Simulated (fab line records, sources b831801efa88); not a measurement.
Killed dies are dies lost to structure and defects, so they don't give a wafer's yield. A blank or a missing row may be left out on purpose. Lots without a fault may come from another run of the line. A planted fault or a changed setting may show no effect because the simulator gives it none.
Chamber matching | flow gf180mcu | GF_V2_CVD_02 on pecvd-04: 3 sister chambers
The step deposits SiO2 from TEOS, target thk 850 nm, time 94.851 s. 14 wafers are shown with their chamber, then 7 later ones without.

WAFERS WITH THEIR CHAMBER
wafer  | chamber | heater_power_w (W) | heater_power_outer_w (W)
L514.1 | 2       | 695                | 380
L514.5 | 2       | 719                | 404
L514.6 | 1       | 687                | 421
L515.1 | 0       | 602                | 337
L515.3 | 1       | 678                | 410
L515.4 | 1       | 725                | 440
L517.1 | 0       | 562                | 299
L517.5 | 1       | 702                | 422
L517.6 | 0       | 593                | 332
L518.1 | 2       | 699                | 413
L518.4 | 1       | 717                | 443
L518.6 | 2       | 759                | 433
L526.1 | 2       | 736                | 425
L526.2 | 1       | 628                | 372

SIGNATURES (means of the wafers above)
reading              | chamber 0 | chamber 1 | chamber 2 | scatter within a chamber
heater_power_w       | 585.67    | 689.50    | 721.60    | 29.9
heater_power_outer_w | 322.67    | 418.00    | 411.00    | 23.1
Rule: a wafer's distance from a chamber is the root of the sum, over the readings, of the square of ((its reading less the chamber's mean) divided by the reading's scatter). The wafer belongs to the nearest chamber; if the next one is less than 2 further off, it can't be placed. The scatter: the root of (the sum of the squares of (reading less its chamber's mean) over the shown wafers, divided by (wafers less chambers)).

WAFERS WITHOUT THEIR CHAMBER
wafer  | heater_power_w (W) | heater_power_outer_w (W)
L526.5 | 622                | 314
L527.2 | 657                | 400
L527.3 | 744                | 417
L527.5 | 513                | 270
L528.4 | 567                | 327
L528.5 | 625                | 349
L528.6 | 715                | 407

WHICH CHAMBER EACH WENT THROUGH
wafer  | from the rows above     | in truth
L526.5 | 0                       | 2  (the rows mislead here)
L527.2 | can't be placed: 1 or 2 | 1
L527.3 | can't be placed: 2 or 1 | 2
L527.5 | 0                       | 0
L528.4 | 0                       | 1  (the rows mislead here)
L528.5 | can't be placed: 0 or 1 | 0
L528.6 | can't be placed: 2 or 1 | 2
Placed correctly: 1 of 7. Can't be placed from these rows: 4 (the true chamber is among the candidates in 4). Placed wrongly: 2.
